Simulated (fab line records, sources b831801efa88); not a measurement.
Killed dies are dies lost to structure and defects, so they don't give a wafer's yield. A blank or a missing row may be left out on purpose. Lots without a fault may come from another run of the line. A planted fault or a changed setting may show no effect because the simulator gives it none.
A struck lot beside a sound one | flow gf180mcu | 14 steps out of a route of 602
Sound: wafers L558.3, L558.4, L558.5. Struck: wafers L568.1, L568.4, L568.6. The cause comes at the end.
At each step with rows: each side's tool, then ch and its chambers, then its first start. Under that, the readings that differ: sound wafers | struck wafers | difference of the means | sigmas: that difference in standard deviations of wafers without a fault.
alike: readings whose means differ by less than 2 such deviations, and words and numbers that are the same on both sides. not compared: withheld readings, readings that some wafer has no value for, bounds like >300 that may hide the same value, and numbers for which the record gives no deviation and whose values overlap.
The two part at a step that has a row with sigmas, a row that says differs or no value, or rows on one side only. Numbers that don't overlap but have no deviation are shown without sigmas and don't part them. A reading that every wafer of one side lacks parts them only if that side has two wafers or more.

first, 1 step without rows for these wafers: GF_MVPSD_DEVELOP_06 (develop time 60 s).
GF_MVPSD_OVL_MEAS_07:
  sound on overlay-02, day 7 11:48; struck on overlay-01, day 10 00:46
  alike: MVPSD_OVL
then, 2 steps without rows for these wafers: GF_MVPSD_IMPLANT_08; GF_MVPSD_IMPLANT_09.
GF_MVPSD_STRIP_10: strips in O2/N2.
  sound on plasma_asher-04 ch 0,1, day 7 12:10; struck on plasma_asher-02 ch 0,1, day 10 01:06
  alike: drypump_motor_current_A, heater_power_w, oes_product_au, strip_time_to_endpoint_s
  not compared: rf_hours_counter_h
GF_MVPSD_TW_MEAS_11:
  sound on film_metro-04, day 7 12:14; struck on film_metro-04, day 10 01:12
  alike: MVPSD_TW
then, 6 steps without rows for these wafers: GF_VT_IMPLANT_DEHYDRATE_00 (time 60 s); GF_VT_IMPLANT_HMDS_01 (prime time 60 s); GF_VT_IMPLANT_COAT_02 (resist thk 1000 nm); GF_VT_IMPLANT_SOFTBAKE_03 (time 60 s); GF_VT_IMPLANT_EXPOSE_04 (exposes mask LVPWELL LV AREA, target cd 600 nm); GF_VT_IMPLANT_PEB_05.
GF_VT_IMPLANT_DEVELOP_06: develop time 60 s.
  sound on litho_track-04 ch 0, day 8 03:42; struck on litho_track-04 ch 0, day 10 18:42
  reading              | sound             | struck            | difference | sigmas
  developer_temp_C (C) | 23.10 23.16 23.05 | 22.13 22.12 22.22 | -0.95      | -9
GF_VT_IMPLANT_OVL_MEAS_07:
  sound on overlay-02, day 8 03:49; struck on overlay-02, day 10 18:51
  alike: VT_IMPLANT_OVL

WHERE THEY PART
Only at GF_VT_IMPLANT_DEVELOP_06, within this record. Later steps at which nothing parts them and some readings are alike: GF_VT_IMPLANT_OVL_MEAS_07.

WHY: what the simulator had put in
Process parameter drift: litho_track-04, from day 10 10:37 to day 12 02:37, at GF_VT_IMPLANT_DEVELOP_06. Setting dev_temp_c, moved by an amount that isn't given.
